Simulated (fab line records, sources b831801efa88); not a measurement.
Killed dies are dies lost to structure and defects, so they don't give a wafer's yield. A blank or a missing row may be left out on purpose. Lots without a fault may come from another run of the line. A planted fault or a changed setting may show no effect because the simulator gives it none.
A struck lot beside a sound one | flow gf180mcu | 14 steps out of a route of 602
Sound: wafers L484.1, L484.4, L484.5. Struck: wafers L471.1, L471.5, L471.6. The cause comes at the end.
At each step with rows: each side's tool, then ch and its chambers, then its first start. Under that, the readings that differ: sound wafers | struck wafers | difference of the means | sigmas: that difference in standard deviations of wafers without a fault.
alike: readings whose means differ by less than 2 such deviations, and words and numbers that are the same on both sides. not compared: withheld readings, readings that some wafer has no value for, bounds like >300 that may hide the same value, and numbers for which the record gives no deviation and whose values overlap.
The two part at a step that has a row with sigmas, a row that says differs or no value, or rows on one side only. Numbers that don't overlap but have no deviation are shown without sigmas and don't part them. A reading that every wafer of one side lacks parts them only if that side has two wafers or more.

GF_V2_THK_MEAS_01:
  sound on film_metro-01, day 25 21:03; struck on film_metro-01, day 21 11:19
  alike: V2_CVD_00_THK
GF_V2_CVD_02: deposits SiO2 from TEOS, target thk 850 nm, time 94.851 s.
  sound on pecvd-03 ch 0,1,2, day 25 21:07; struck on pecvd-03 ch 0,1, day 21 11:22
  alike: heater_power_w
GF_V2_THK_MEAS_03:
  sound on film_metro-01, day 25 21:11; struck on film_metro-02, day 21 11:29
  alike: V2_CVD_02_THK
GF_V2_CMP_04: polishes SiO2.
  sound on cmp-01 ch 1,2,3, day 25 21:20; struck on cmp-02 ch 1,2,3, day 21 11:38
  alike: edge_zone_pressure_frac, motor_current_A, platen_rpm, time_to_endpoint_s
GF_V2_BOW_MEAS_05:
  sound on film_metro-03, day 25 21:32; struck on film_metro-02, day 21 11:50
  alike: V2_BOW
then, 7 steps without rows for these wafers: GF_V2_DEHYDRATE_06 (time 60 s); GF_V2_HMDS_07 (prime time 60 s); GF_V2_COAT_08; GF_V2_COAT_09 (resist thk 1000 nm); GF_V2_SOFTBAKE_10 (time 60 s); GF_V2_EXPOSE_11 (exposes mask Via2, target cd 260 nm); GF_V2_PEB_12 (peb time 90 s).
GF_V2_DEVELOP_13: develop time 60 s.
  sound on litho_track-03 ch 0, day 26 18:29; struck on litho_track-04, day 22 11:08
  no value came back on the struck wafers for chill_plate_temp_C (C), develop_time_s (s); on the sound wafers chill_plate_temp_C (C) reads 23.05 23.02 22.94
  reading                             | sound             | struck            | difference | sigmas
  model.KrF_of_V2_COAT_09.thk_nm (nm) | 986.6 989.5 987.6 | 994.9 995.6 997.6 | +8.1       |
GF_V2_CD_MEAS_14: target cd 260 nm.
  sound on cd_sem-01, day 26 18:38; struck on cd_sem-01, day 22 11:17
  reading    | sound             | struck | difference                    | sigmas
  cd_nm (nm) | 259.2 258.4 259.2 | - - -  | no value on the struck wafers |

WHERE THEY PART
First at GF_V2_DEVELOP_13; last, within this record, at GF_V2_CD_MEAS_14.

WHY: what the simulator had put in
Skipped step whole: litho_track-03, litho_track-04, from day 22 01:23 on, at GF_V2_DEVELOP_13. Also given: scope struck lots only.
